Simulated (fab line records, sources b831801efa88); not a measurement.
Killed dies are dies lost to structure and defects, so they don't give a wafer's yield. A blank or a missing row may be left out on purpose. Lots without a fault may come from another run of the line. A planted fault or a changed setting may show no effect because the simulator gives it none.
Chamber matching | flow sfq_line | SFQ_TRILAYER_I4_CMP_CMP_100 on cmp-02: 4 sister chambers
The step polishes SiO2. 8 wafers are shown with their chamber, then 8 later ones without.

WAFERS WITH THEIR CHAMBER
wafer  | chamber | motor_current_A (A) | edge_zone_pressure_frac
L965.3 | 1       | 10.9                | 1.004
L965.6 | 2       | 11.0                | 1.005
L967.1 | 2       | 10.1                | 1.000
L968.4 | 1       | 11.6                | 0.995
L968.1 | 3       | 11.8                | 0.992
L968.2 | 0       | 10.6                | 0.998
L971.4 | 3       | 11.3                | 1.004
L971.5 | 0       | 10.9                | 0.990

WAFERS WITHOUT THEIR CHAMBER
wafer  | motor_current_A (A) | edge_zone_pressure_frac
L971.6 | 11.1                | 0.998
L972.2 | 11.6                | 1.003
L972.5 | 10.6                | 0.995
L972.6 | 11.3                | 0.994
L977.2 | 11.1                | 0.997
L977.4 | 10.9                | 1.001
L979.3 | 11.5                | 1.012
L979.6 | 10.9                | 1.006

WHICH CHAMBER EACH WENT THROUGH
wafer  | from the rows above               | in truth
L971.6 | can't be placed: 1 or 3 or 0 or 2 | 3
L972.2 | can't be placed: 3 or 1 or 2 or 0 | 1
L972.5 | can't be placed: 0 or 2 or 1 or 3 | 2
L972.6 | can't be placed: 3 or 1 or 0 or 2 | 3
L977.2 | can't be placed: 1 or 0 or 3 or 2 | 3
L977.4 | can't be placed: 1 or 2 or 0 or 3 | 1
L979.3 | can't be placed: 1 or 3 or 2 or 0 | 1
L979.6 | can't be placed: 2 or 1 or 3 or 0 | 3
Placed correctly: 0 of 8. Can't be placed from these rows: 8 (the true chamber is among the candidates in 8). Placed wrongly: 0.
How it was worked out, from the rows above alone: a wafer's distance from a chamber is the root of the sum, over the readings, of the square of ((its reading less the chamber's mean) divided by the reading's scatter). The wafer belongs to the nearest chamber; if the next one is less than 2 further off, it can't be placed. A chamber's mean is the mean of its shown wafers. The scatter: the root of (the sum of the squares of (reading less its chamber's mean) over the shown wafers, divided by (wafers less chambers)).
